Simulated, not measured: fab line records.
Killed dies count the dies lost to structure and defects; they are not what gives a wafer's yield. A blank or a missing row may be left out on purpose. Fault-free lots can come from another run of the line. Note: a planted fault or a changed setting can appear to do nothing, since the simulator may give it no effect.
Problem report in the 8D (eight disciplines) form, filled by code | flow sky130 | the parts of the form that need people (team, actions taken, sign-off) are left out

## 1. THE PROBLEM
SKY_METAL4_METAL_ETCH_18, oes-product-au: mean 0.932 a.u. over 1 wafer from 1 lot; wafers with no fault: 0.866 a.u., standard deviation 0.007. Relative to the usual mean, that is a shift of +9.4 standard deviations.
The step: etches the open film in Cl2/BCl3, stops on SiO2, target depth 845 nm, time 183.1 s.
Seen first at day 44 11:29 on rie-metal-03, wafer L154.5. At this step, 30 wafers from 10 lots have a number in the record. By rule, "out" or "out of limits" means more than 4 standard deviations away from the usual mean. Any other wafer with a number is counted as sound.

## 2. WHAT IT IS; WHAT IT IS NOT
question                    | is                | is not
which readings at this step | oes-product-au    | drypump-motor-current-A, mfc-cl2-sccm, throttle-valve-pct
which lots                  | L154              | L147, L148, L151, L152, L155, L166, L167, L168, L169
which wafers of those lots  | L154.5            | L154.1, L154.4
read on which tools         | rie-metal-03      | rie-metal-02, rie-metal-04
when                        | from day 44 11:29 | up to then (17 sound wafers); but 12 sound wafers of L166, L167, L168, L169 came after

## 3. WHAT RULES OUT EACH SUSPECT
Counting: a tool at a process step up to the reading stays a suspect if it ran every lot that is out. Sound lots after the first of them don't rule it out here, since some wafers of a struck lot are sound.
- rie-metal-04 at SKY_METAL3_ETCH_16 (etches BARC in N2/H2, stops on SiO2, time 88.2 s, target depth 60 nm): kept. It processed L154, the lot that is out, at day 41 05:05, and its most recent sound lot before then was L151 at day 41 03:41.
- pvd-sputter-04 at SKY_METAL4_SPUTTER_02 (material AlCu, target thk 735 nm, time 39.1 s): kept. It processed L154, the lot that is out, at day 42 09:32, and its most recent sound lot before then was L155 at day 42 08:43.
- plasma-asher-04 at SKY_CAP2M_STRIP_14 (strips in O2/N2): kept. It processed L154, the lot that is out, at day 43 10:05, and its most recent sound lot before then was L152 at day 43 09:07.
- rie-metal-03 at SKY_METAL4_METAL_ETCH_18 (etches the open film in Cl2/BCl3, stops on SiO2, target depth 845 nm, time 183.1 s): kept. It processed L154, the lot that is out, at day 44 11:29, and its most recent sound lot before then was L152 at day 44 11:04. Its own oes-product-au readings are out on those wafers.
- The sound lot-mates ran in chamber 0 of plasma-asher-04 at SKY_CAP2M_STRIP_14, but the wafers that are out ran in chamber 1.
- The sound lot-mates ran in chamber 1 of rie-metal-03 at SKY_METAL4_METAL_ETCH_18, but the wafers that are out ran in chamber 0.
Left after counting: rie-metal-04 at SKY_METAL3_ETCH_16, pvd-sputter-04 at SKY_METAL4_SPUTTER_02, plasma-asher-04 at SKY_CAP2M_STRIP_14, rie-metal-03 at SKY_METAL4_METAL_ETCH_18.

## 4. THE CAUSE (what the simulator had put in)
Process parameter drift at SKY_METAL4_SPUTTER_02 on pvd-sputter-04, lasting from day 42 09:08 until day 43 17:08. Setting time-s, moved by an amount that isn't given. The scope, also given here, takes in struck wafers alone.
Counting leaves 4 suspects; this tool is one of them.

## 5. THE EFFECT CHAIN, in route order
One row per reading whose mean, taken over the struck wafers that have a number, lies over 3 standard deviations from the usual. Only readings for which the record gives a usual standard deviation are gone through. hours: the time from each lot's start at the first step in this table that gives one to its start at this step, as a median over the lots. sigmas: the change in usual standard deviations.
hours | step                     | reading        | usual      | on struck wafers | change | sigmas
0     | SKY_METAL4_METAL_ETCH_18 | oes-product-au | 0.866 a.u. | 0.932            | +0.066 | +9.4
It contains these process steps:
- SKY_METAL4_METAL_ETCH_18: etches the open film in Cl2/BCl3, stops on SiO2, target depth 845 nm, time 183.1 s.

## 6. WHAT WOULD HAVE CAUGHT IT SOONER
50 hours passed between the start of the fault at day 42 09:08 and the first reading out of limits in this record, taken at day 44 11:29.
Of the tool readings at SKY_METAL4_SPUTTER_02 for which the record gives a usual standard deviation, none was out on any struck wafer, so an alarm limit of 4 standard deviations on them would not have fired.
By day 44 11:29, every lot that is out (1) had started SKY_METAL4_SPUTTER_02 on pvd-sputter-04. Holding the tool at that point would not have protected any of them.
